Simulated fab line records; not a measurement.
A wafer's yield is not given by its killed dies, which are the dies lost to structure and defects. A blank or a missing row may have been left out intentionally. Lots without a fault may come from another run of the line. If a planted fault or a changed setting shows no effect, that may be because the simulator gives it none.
Which tool is to blame? -- flow gf180mcu -- Sampling: 13 lots, 39 wafers, 4 of 602 route steps

## WHAT THE GAUGES READ, wafer by wafer
GF_VT_IMPLANT_RS_MEAS_47: a four-point-probe measurement.
lot,measured,on,NWELL_RS (ohm/sq)
L237,day 8 00:59,film metro-04,487.9 488.6 487.7
L238,day 8 07:52,film metro-01,487.5 486.0 486.0
L239,day 8 15:43,film metro-04,485.0 486.3 485.1
L240,day 8 22:43,film metro-03,488.7 488.5 490.9
L241,day 9 02:37,film metro-04,488.4 488.3 488.8
L242,day 9 10:04,film metro-01,487.6 485.9 487.6
L252,day 12 08:34,film metro-01,488.2 487.9 488.1
L253,day 12 17:02,film metro-03,489.3 487.8 487.9
L254,day 12 23:20,film metro-04,487.3 487.0 485.6
L255,day 13 04:19,film metro-04,486.5 486.7 487.6
L256,day 13 09:28,film metro-04,486.6 486.8 486.6
L257,day 13 18:51,film metro-03,489.0 487.8 486.1
L258,day 14 01:02,film metro-03,488.8 488.8 489.4

GF_HV_LDD_TW_MEAS_38.
lot,measured,on,HV_LDD_3_TW
L237,day 12 00:37,film metro-01,1415 1425 1429
L238,day 12 11:43,film metro-03,1443 1445 1444
L239,day 12 18:58,film metro-03,1435 1450 1444
L240,day 13 01:31,film metro-04,1443 1439 1444
L241,day 13 12:39,film metro-01,1418 1426 1424
L242,day 13 20:39,film metro-04,1448 1441 1446
L252,day 17 05:46,film metro-01,1426 1423 1424
L253,day 17 13:50,film metro-03,1435 1436 1436
L254,day 17 19:16,film metro-04,1438 1449 1440
L255,day 18 01:05,film metro-04,1442 1444 1455
L256,day 18 10:21,film metro-04,1446 1452 1448
L257,day 18 19:43,film metro-03,1443 1449 1454
L258,day 19 02:43,film metro-04,1438 1443 1439

GF_NSD_OVL_MEAS_08.
lot,measured,on,NSD_OVL (nm)
L237,day 13 19:16,overlay-01,-0.3 -2.0 -0.2
L238,day 14 09:04,overlay-01,-1.2 -1.5 1.3
L239,day 14 15:17,overlay-01,-2.6 -1.3 -1.7
L240,day 14 21:38,overlay-01,-1.1 -1.2 0.0
L241,day 15 08:53,overlay-01,-3.0 -2.6 -3.0
L252,day 19 08:31,overlay-02,0.0 -0.8 0.1
L253,day 19 16:15,overlay-02,-0.3 -0.2 -1.7
L254,day 19 20:53,overlay-01,1.8 1.0 2.8
L255,day 20 02:50,overlay-02,0.9 0.9 -1.9
L256,day 20 12:46,overlay-01,-3.4 -1.5 -2.6
L257,day 20 21:32,overlay-01,-1.8 -3.3 -2.5
L258,day 21 04:17,overlay-01,-0.1 -0.2 0.5

## EACH LOT AND THE TOOL THAT RAN IT (in order: tool; ch and the chambers of the sampled wafers; start)
lot,GF_HV_LDD_STRIP_49
L237,"plasma asher-01 ch 0,1, day 12 19:49"
L238,"plasma asher-04 ch 0,1, day 13 08:13"
L239,"plasma asher-01 ch 0,1, day 13 15:08"
L240,"plasma asher-02 ch 0,1, day 13 22:06"
L241,"plasma asher-02 ch 0,1, day 14 09:06"
L242,"plasma asher-01 ch 0,1, day 14 17:31"
L252,"plasma asher-01 ch 0,1, day 18 05:34"
L253,"plasma asher-01 ch 0,1, day 18 13:36"
L254,"plasma asher-04 ch 0,1, day 18 18:19"
L255,"plasma asher-04 ch 0,1, day 19 00:02"
L256,"plasma asher-02 ch 0,1, day 19 10:01"
L257,"plasma asher-02 ch 0,1, day 19 19:03"
L258,"plasma asher-01 ch 0,1, day 20 02:07"
- GF_HV_LDD_STRIP_49: strips in O2/N2.

## WHAT THE TOOLS THEMSELVES READ (means of the sampled wafers that have a number; where no wafer has one, the mark that the record gives instead)
GF_HV_LDD_STRIP_49.
lot,tool,chamber pressure mTorr (mTorr),drypump motor current A (A),heater power w (W),n2 flow sccm (sccm),oes product au (a.u.),platen temp c (C),strip time to endpoint s (s)
L237,plasma asher-01,1499.7,5.6,342,300.1,0.715,249.93,12.65
L238,plasma asher-04,1500.0,5.4,350,299.3,0.714,250.38,12.57
L239,plasma asher-01,1499.7,5.8,348,300.3,0.716,249.92,12.63
L240,plasma asher-02,1499.4,6.1,304,300.0,0.719,249.94,12.63
L241,plasma asher-02,1501.1,6.1,305,300.4,0.710,250.08,12.62
L242,plasma asher-01,1491.0,5.8,352,301.4,0.881,250.25,-
L252,plasma asher-01,1501.1,5.8,353,300.0,0.715,249.97,12.67
L253,plasma asher-01,1499.4,5.8,347,300.4,0.713,250.29,12.58
L254,plasma asher-04,1499.7,5.1,340,300.6,0.715,249.89,12.57
L255,plasma asher-04,1500.2,5.4,349,299.8,0.716,250.01,12.58
L256,plasma asher-02,1499.6,6.1,310,299.5,0.717,249.95,12.62
L257,plasma asher-02,1498.6,6.1,308,300.6,0.714,249.87,12.65
L258,plasma asher-01,1499.3,5.8,349,299.8,0.714,250.06,12.63

## THE ANSWER, worked out from the rows above alone
Rule: usual is defined by the lots themselves. The widest of any qualifying gaps counts: lots, ordered by their means at a reading, are off when they make up no more than a third of the lots, leave a main group of 4 or more, and stand apart from it by 3 or more times the standard deviation of that group's means. If all means in a main group match to the digits the tables above print for the reading, that group is not used. Also off: a lot with no number at a reading for which 4 or more lots have one. The other lots that the step has rows for count as sound. The gauges are gone through in route order, then the tools' own readings, and for those a lot's mean is taken as printed above. At the first step where some lot is off, the reading lying furthest off is the one used; lots without a number count as furthest.
Off: L242, at GF_HV_LDD_STRIP_49 (strip time to endpoint s). Without a number there: L242. For the main group the mean is 12.62 s and the standard deviation 0.032.
A tool fits if, at that step or a process step before it, it ran every lot that is off, and no sound lot after the first of them. No candidate that was tried fits.

## WHAT WAS PUT IN BY THE SIMULATOR
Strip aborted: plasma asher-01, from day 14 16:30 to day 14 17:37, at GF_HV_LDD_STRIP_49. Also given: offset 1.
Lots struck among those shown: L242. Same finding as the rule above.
